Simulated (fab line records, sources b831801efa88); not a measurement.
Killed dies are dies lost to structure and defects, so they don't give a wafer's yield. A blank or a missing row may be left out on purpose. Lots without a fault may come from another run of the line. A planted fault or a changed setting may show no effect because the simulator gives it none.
A struck lot beside a sound one | flow sky130 | 31 steps out of a route of 708
Sound: wafers L317.2, L317.3, L317.5. Struck: wafers L312.4, L312.5, L312.6. The cause comes at the end.
At each step with rows: each side's tool, then ch and its chambers, then its first start. Under that, the readings that differ: sound wafers | struck wafers | difference of the means | sigmas: that difference in standard deviations of wafers without a fault.
alike: readings whose means differ by less than 2 such deviations, and words and numbers that are the same on both sides. not compared: withheld readings, readings that some wafer has no value for, bounds like >300 that may hide the same value, and numbers for which the record gives no deviation and whose values overlap.
The two part at a step that has a row with sigmas, a row that says differs or no value, or rows on one side only. Numbers that don't overlap but have no deviation are shown without sigmas and don't part them. A reading that every wafer of one side lacks parts them only if that side has two wafers or more.

first, 1 step without rows for these wafers: SKY_PWDE_IMPLANT_08.
SKY_PWDE_STRIP_09: strips in O2/N2.
  sound on plasma_asher-02 ch 0,1, day 6 18:08; struck on plasma_asher-03 ch 0,1, day 5 19:54
  alike: drypump_motor_current_A, oes_product_au, strip_time_to_endpoint_s
  not compared: rf_hours_counter_h
SKY_PWDE_TW_MEAS_10:
  sound on film_metro-03, day 6 18:14; struck on film_metro-01, day 5 20:00
  alike: PWDE_TW
then, 7 steps without rows for these wafers: SKY_NWELL_DEHYDRATE_03 (time 60 s); SKY_NWELL_HMDS_04 (prime time 60 s); SKY_NWELL_COAT_05 (resist thk 3000 nm); SKY_NWELL_SOFTBAKE_06; SKY_NWELL_EXPOSE_07 (exposes mask NWM, target cd 840 nm); SKY_NWELL_PEB_08; SKY_NWELL_DEVELOP_09 (develop time 60 s).
SKY_NWELL_OVL_MEAS_10:
  sound on overlay-02, day 7 14:37; struck on overlay-01, day 6 12:34
  alike: NWELL_00_OVL
then, 1 step without rows for these wafers: SKY_NWELL_IMPLANT_11.
SKY_NWELL_IMPLANT_12:
  sound on implanter-02 ch 0, day 7 14:49; struck on implanter-03 ch 0, day 6 12:48
  reading            | sound                            | struck                           | difference  | sigmas
  dose_ions_cm2      | 1.3004e+12 1.3002e+12 1.3005e+12 | 1.4442e+12 1.4421e+12 1.4426e+12 | +1.4260e+11 | +95
  faraday_current_uA | 7.24 7.23 7.40                   | 8.22 8.29 8.00                   | +0.88       | +6
  alike: beam_energy_keV
then, 1 step without rows for these wafers: SKY_NWELL_IMPLANT_13.
SKY_NWELL_STRIP_14: strips in O2/N2.
  sound on plasma_asher-03 ch 0,1, day 7 15:06; struck on plasma_asher-02 ch 0,1, day 6 13:04
  reading                      | sound             | struck            | difference | sigmas
  strip_time_to_endpoint_s (s) | 36.86 36.90 36.93 | 37.19 37.11 37.25 | +0.29      | +3
  alike: drypump_motor_current_A, oes_product_au
  not compared: rf_hours_counter_h
SKY_NWELL_TW_MEAS_15:
  sound on film_metro-01, day 7 15:13; struck on film_metro-01, day 6 13:10
  alike: NWELL_TW
then, 7 steps without rows for these wafers: SKY_NWELL_DEHYDRATE_16 (time 60 s); SKY_NWELL_HMDS_17 (prime time 60 s); SKY_NWELL_COAT_18 (resist thk 3000 nm); SKY_NWELL_SOFTBAKE_19; SKY_NWELL_EXPOSE_20 (exposes mask NWM COMPLEMENT, target cd 840 nm); SKY_NWELL_PEB_21; SKY_NWELL_DEVELOP_22 (develop time 60 s).
SKY_NWELL_OVL_MEAS_23:
  sound on overlay-01, day 8 09:52; struck on overlay-01, day 7 07:12
  alike: NWELL_01_OVL
then, 1 step without rows for these wafers: SKY_NWELL_IMPLANT_24.
SKY_NWELL_STRIP_25: strips in O2/N2.
  sound on plasma_asher-02 ch 1, day 8 10:03; struck on plasma_asher-03 ch 0,1, day 7 07:24
  alike: drypump_motor_current_A, oes_product_au, strip_time_to_endpoint_s
  not compared: rf_hours_counter_h
SKY_NWELL_TW_MEAS_26:
  sound on film_metro-03, day 8 10:10; struck on film_metro-04, day 7 07:29
  alike: NWELL_2_TW
then, 1 step without rows for these wafers: SKY_NWELL_CLEAN_27 (cleans in SC1/SC2, time 150 s).
SKY_NWELL_RTA_28: time 30 s.
  sound on rtp_anneal-02 ch 0, day 8 10:16; struck on rtp_anneal-02 ch 0, day 7 07:37
  alike: lamp_power_pct, wafer_temp_C_max
SKY_NWELL_RS_MEAS_29: measures by four-point-probe.
  sound on film_metro-04, day 8 10:23; struck on film_metro-01, day 7 07:44
  reading           | sound             | struck            | difference | sigmas
  NWELL_RS (ohm/sq) | 625.8 624.4 624.0 | 619.3 621.4 620.3 | -4.4       | -3
-- the record jumps here: 40 days lie between the struck wafers' starts before and after (it left off in module NWELL and takes up again in module PAD_OPEN, whose first step shown is number 708 of the route) --
SKY_PAD_OPEN_PROBE_99:
  sound on prober-01, day 48 21:34; struck on prober-02, day 47 13:37
  reading                                   | sound                   | struck                  | difference | sigmas
  model.etest.pfet_g5v0d10v5.off_log10_a_um | -12.58 -12.72 -12.71    | -13.14 -13.12 -13.24    | -0.50      |
  model.etest.pfet_16v.vt_v (V)             | -1.103 -1.093 -1.114    | -1.137 -1.129 -1.143    | -0.033     |
  model.etest.pfet_g5v0d10v5.vt_long_v (V)  | -0.9364 -0.9264 -0.9411 | -0.9588 -0.9551 -0.9632 | -0.0244    |
  model.etest.pfet_01v8_lvt.vt_sat_v (V)    | -0.4305 -0.4224 -0.4279 | -0.4686 -0.4619 -0.4647 | -0.0381    |
  model.etest.pfet_01v8_lvt.vt_v (V)        | -0.5232 -0.5189 -0.5256 | -0.5568 -0.5482 -0.5509 | -0.0294    |
  model.etest.pfet_01v8_lvt.vt_long_v (V)   | -0.6419 -0.638 -0.6448  | -0.6724 -0.665 -0.6657  | -0.0261    |
  alike: killed_at_M0_to_M3, killed_at_M4_up, killed_at_contacts, killed_at_front_end, killed_at_other, killed_dies, killed_open, killed_short

WHERE THEY PART
First at SKY_NWELL_IMPLANT_12; last, within this record, at SKY_NWELL_RS_MEAS_29. Later steps at which nothing parts them and some readings are alike: SKY_PAD_OPEN_PROBE_99.

WHY: what the simulator had put in
Process parameter drift: implanter-03, from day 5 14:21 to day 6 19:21, at SKY_NWELL_IMPLANT_12. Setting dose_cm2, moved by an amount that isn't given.
